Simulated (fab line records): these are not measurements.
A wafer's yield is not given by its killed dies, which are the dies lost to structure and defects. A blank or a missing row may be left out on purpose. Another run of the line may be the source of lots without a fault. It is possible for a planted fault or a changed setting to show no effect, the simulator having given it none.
The same fault as seen by 2 desks + flow sky130 + each desk holds nothing but its own numbers, with what lay behind them at the end

== FROM THE METROLOGY DESK ==
What the gauges read for every lot (on any tool): the sampled wafers with a number, averaged. Any lot whose mean is over 4 standard deviations away from the usual mean is out of limits and marked OUT; that distance is given in the brackets.
Columns: A = cdNm at SKY_FIELD_ISO_CD_MEAS_13, usual 149.8 nm
| lot  | first seen here | A     |
|------|-----------------|-------|
| L967 | day 2 03:43     | 149.3 |
| L968 | day 2 12:37     | 148.5 |
| L969 | day 2 18:26     | 149.1 |
| L970 | day 2 23:29     | 151.8 |
| L971 | day 3 04:43     | 149.6 |
| L973 | day 3 12:04     | 145.4 |
| L974 | day 3 16:47     | 150.1 |
| L982 | day 5 11:25     | 149.7 |
| L983 | day 5 16:31     | 151.2 |
| L987 | day 6 18:41     | 151.0 |
| L988 | day 6 21:35     | 149.7 |
| L990 | day 7 08:53     | 151.1 |
This desk's verdict: no lot among the 12 shows anything out of limits.

== TOOL OWNER'S DESK, wetBench-02 ==
The tool's own readings at SKY_FIELD_ISO_WET_ETCH_28 (etches SiO2 in dHF, target depth 23.7 nm, time 47 s): means of the sampled wafers that have a number, for each lot that ran on this tool. Any lot whose mean is over 4 standard deviations away from the usual mean is out of limits and marked OUT; that distance is given in the brackets.
Columns: A = runLengthS at SKY_FIELD_ISO_WET_ETCH_28, usual 75 s
| lot  | first seen here | A            |
|------|-----------------|--------------|
| L967 | day 2 08:53     | 74           |
| L968 | day 2 16:24     | 73           |
| L969 | day 2 22:27     | 79           |
| L970 | day 3 03:52     | 73           |
| L973 | day 3 17:03     | 74           |
| L982 | day 5 20:59     | 44 (-10) OUT |
| L983 | day 6 00:01     | 43 (-10) OUT |
This desk's finding: out of limits on L982, L983; first on L982, day 5 20:59 (runLengthS at SKY_FIELD_ISO_WET_ETCH_28). Within limits: L967, L968, L969, L970, L973.

== TAKEN TOGETHER ==
The tool owner's desk could have raised an alarm at day 5 20:59, on L982, L983.
At the metrology desk, nothing out of limits was observed.
The metrology desk holds a record of L982, L983, inside its limits.
The lots listed all ran SKY_FIELD_ISO_WET_ETCH_28 on wetBench-02.

== WHAT THE SIMULATOR HAD INSERTED ==
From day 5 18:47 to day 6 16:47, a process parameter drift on wetBench-02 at SKY_FIELD_ISO_WET_ETCH_28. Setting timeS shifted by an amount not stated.
Lots struck among those shown: L982, L983.
Hours from the fault's start to each desk's first reading out of limits: the tool owner's desk, 2.
